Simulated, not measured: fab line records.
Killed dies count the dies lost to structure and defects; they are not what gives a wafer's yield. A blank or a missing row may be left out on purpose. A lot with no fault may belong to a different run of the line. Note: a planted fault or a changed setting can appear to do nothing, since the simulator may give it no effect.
A struck lot beside a sound one | flow sky130 | 44 steps out of a route of 708
Sound: the wafers L665.2, L665.3, L665.5. Wafers struck: L669.1, L669.2, L669.4. Last of all comes the cause.
Each step with rows lists, per side, the tool, then ch with its chambers, then its first start. Under that, the readings that differ: sound wafers | struck wafers | difference of the means | sigmas: that difference in standard deviations of wafers without a fault.
alike: readings whose means differ by less than 2 such deviations, and words and numbers that are the same on both sides. not compared: withheld readings, readings that some wafer has no value for, bounds like >300 that may hide the same value, and numbers for which the record gives no deviation and whose values overlap.
The two part at a step that has a row with sigmas, a row that says differs or no value, or rows on one side only. Non-overlapping numbers with no deviation appear without sigmas and do not part them. A reading that every wafer of one side lacks parts them only if that side has two wafers or more.

first, 3 steps without rows for these wafers: SKY_FIELD_ISO_CLEAN_20 (cleans in dHF, time 20 s); SKY_FIELD_ISO_WET_ETCH_21 (etches SiO2 in dHF, target depth 20 nm, time 400 s); SKY_FIELD_ISO_OXIDATION_22 (stabilise 600 s, purge 300 s, target thk 10 nm).
SKY_FIELD_ISO_THK_MEAS_23:
  sound on film_metro-04, day 2 23:08; struck on film_metro-02, day 4 03:15
  alike: FIELD_ISO_OXIDATION_01_THK
then, 1 step without rows for these wafers: SKY_FIELD_ISO_CVD_24 (deposits SiO2, target thk 595 nm, time 99.2 s).
SKY_FIELD_ISO_THK_MEAS_25:
  sound on film_metro-02, day 2 23:16; struck on film_metro-01, day 4 03:23
  alike: FIELD_ISO_CVD_24_THK
then, 1 step without rows for these wafers: SKY_FIELD_ISO_ANNEAL_26 (time 1800 s).
SKY_FIELD_ISO_CMP_27: polishes, stops on Si3N4, t overpolish 16 s, target thk 457.8 nm.
  sound on cmp-02 ch 0,3, day 3 03:29; struck on cmp-02 ch 0,1,3, day 4 07:37
  alike: motor_current_A, overpolish_run_s, time_to_endpoint_s
then, 4 steps without rows for these wafers: SKY_FIELD_ISO_WET_ETCH_28 (etches SiO2 in dHF, target depth 23.7 nm, time 47 s); SKY_FIELD_ISO_WET_ETCH_29 (etches Si3N4 in H3PO4, target depth 160 nm, time 1825 s); SKY_FIELD_ISO_WET_ETCH_30 (etches SiO2 in dHF, target depth 25 nm, time 50 s); SKY_NWELL_CLEAN_00 (cleans in SC1/SC2, time 150 s).
SKY_NWELL_OXIDATION_01: stabilise 600 s, purge 300 s, target thk 10 nm.
  sound on furnace-01 ch 0, day 3 11:43; struck on furnace-01 ch 0, day 4 12:53
  alike: tube_center_temp_C_max, zone_power_bottom_pct
SKY_NWELL_THK_MEAS_02:
  sound on film_metro-01, day 3 13:07; struck on film_metro-03, day 4 14:17
  reading                  | sound            | struck            | difference | sigmas
  NWELL_OXIDATION_THK (nm) | 10.04 10.26 9.90 | 16.17 16.58 16.44 | +6.33      | +40
then, 8 steps without rows for these wafers: SKY_DNWELL_DEHYDRATE_00 (time 60 s); SKY_DNWELL_HMDS_01 (prime time 60 s); SKY_DNWELL_COAT_02 (resist thk 3000 nm); SKY_DNWELL_SOFTBAKE_03; SKY_DNWELL_EXPOSE_04 (exposes mask DNM, target cd 3000 nm); SKY_DNWELL_PEB_05; SKY_DNWELL_DEVELOP_06 (develop time 60 s); SKY_DNWELL_IMPLANT_07.
SKY_DNWELL_STRIP_08: strips in O2/N2.
  sound on plasma_asher-03 ch 0,1, day 4 05:05; struck on plasma_asher-03 ch 0,1, day 5 05:17
  alike: drypump_motor_current_A, oes_product_au, strip_time_to_endpoint_s
  not compared: rf_hours_counter_h
SKY_DNWELL_TW_MEAS_09:
  sound on film_metro-03, day 4 05:11; struck on film_metro-02, day 5 05:23
  alike: DNWELL_TW
then, 7 steps without rows for these wafers: SKY_PWDE_DEHYDRATE_00 (time 60 s); SKY_PWDE_HMDS_01 (prime time 60 s); SKY_PWDE_COAT_02 (resist thk 3000 nm); SKY_PWDE_SOFTBAKE_03; SKY_PWDE_EXPOSE_04 (exposes mask PWDEM, target cd 840 nm); SKY_PWDE_PEB_05; SKY_PWDE_DEVELOP_06 (develop time 60 s).
SKY_PWDE_OVL_MEAS_07:
  sound on overlay-02, day 4 22:38; struck on overlay-01, day 5 23:38
  alike: PWDE_OVL
after that, 1 step had no rows for these wafers: SKY_PWDE_IMPLANT_08.
SKY_PWDE_STRIP_09: strips in O2/N2.
  sound on plasma_asher-03 ch 0,1, day 4 22:49; struck on plasma_asher-03 ch 0,1, day 5 23:49
  alike: drypump_motor_current_A, oes_product_au, strip_time_to_endpoint_s
  not compared: rf_hours_counter_h
SKY_PWDE_TW_MEAS_10:
  sound on film_metro-01, day 4 22:56; struck on film_metro-02, day 5 23:55
  alike: PWDE_TW
then, 7 steps without rows for these wafers: SKY_NWELL_DEHYDRATE_03 (time 60 s); SKY_NWELL_HMDS_04 (prime time 60 s); SKY_NWELL_COAT_05 (resist thk 3000 nm); SKY_NWELL_SOFTBAKE_06; SKY_NWELL_EXPOSE_07 (exposes mask NWM, target cd 840 nm); SKY_NWELL_PEB_08; SKY_NWELL_DEVELOP_09 (develop time 60 s).
SKY_NWELL_CLEAN_27: cleans in SC1/SC2, time 150 s.
  sound on wet_bench-04 ch 0, day 6 13:29; struck on wet_bench-04 ch 1, day 7 18:01
  reading                                      | sound             | struck            | difference | sigmas
  model.SiO2_of_NWELL_OXIDATION_01.thk_nm (nm) | 9.677 9.909 9.607 | 15.85 16.23 16.09 | +6.33      |
-- the record jumps here: 41 days lie between the struck wafers' starts before and after (it left off in module NWELL and takes up again in module PAD_OPEN, whose first step shown is number 708 of the route) --
SKY_PAD_OPEN_PROBE_99:
  sound on prober-02, day 47 04:23; struck on prober-02, day 48 17:26
  reading                                    | sound                         | struck                       | difference | sigmas
  model.etest.nfet_16v.r_on_ohm_um           | 1.398e+04 1.403e+04 1.409e+04 | 1.376e+04 1.38e+04 1.376e+04 | -2.600e+02 |
  model.etest.tip_p.rs_ohm_sq                | 6853 6832 6778                | 7284 7345 7270               | +479       |
  model.etest.pfet_01v8.r_on_ohm_um          | 2817 2786 2750                | 3197 3130 3156               | +377       |
  model.etest.pfet_g5v0d10v5.r_on_ohm_um     | 4723 4724 4696                | 4887 4944 4910               | +199       |
  model.etest.res_pwell_under_gate.rs_ohm_sq | 2281 2288 2265                | 2331 2337 2320               | +51        |
  model.etest.pfet_01v8_mvt.drive_ua_um      | 158.5 157 161.3               | 130.4 130.4 130.3            | -28.6      |
  model.etest.pfet_01v8.drive_ua_um          | 202.6 201.4 204.9             | 169.8 173.1 170.7            | -31.8      |
  alike: killed_at_M0_to_M3, killed_at_M4_up, killed_at_contacts, killed_at_front_end, killed_at_other, killed_dies, killed_open, killed_short
  not compared: model.etest.sonos_erased.drive_ua_um

## WHERE THEY PART
Only at SKY_NWELL_THK_MEAS_02, as far as this record shows. Later steps at which nothing parts them and some readings are alike: SKY_DNWELL_STRIP_08, SKY_DNWELL_TW_MEAS_09, SKY_PWDE_OVL_MEAS_07, SKY_PWDE_STRIP_09, SKY_PWDE_TW_MEAS_10, SKY_PAD_OPEN_PROBE_99.

WHY: whatever the simulator had introduced
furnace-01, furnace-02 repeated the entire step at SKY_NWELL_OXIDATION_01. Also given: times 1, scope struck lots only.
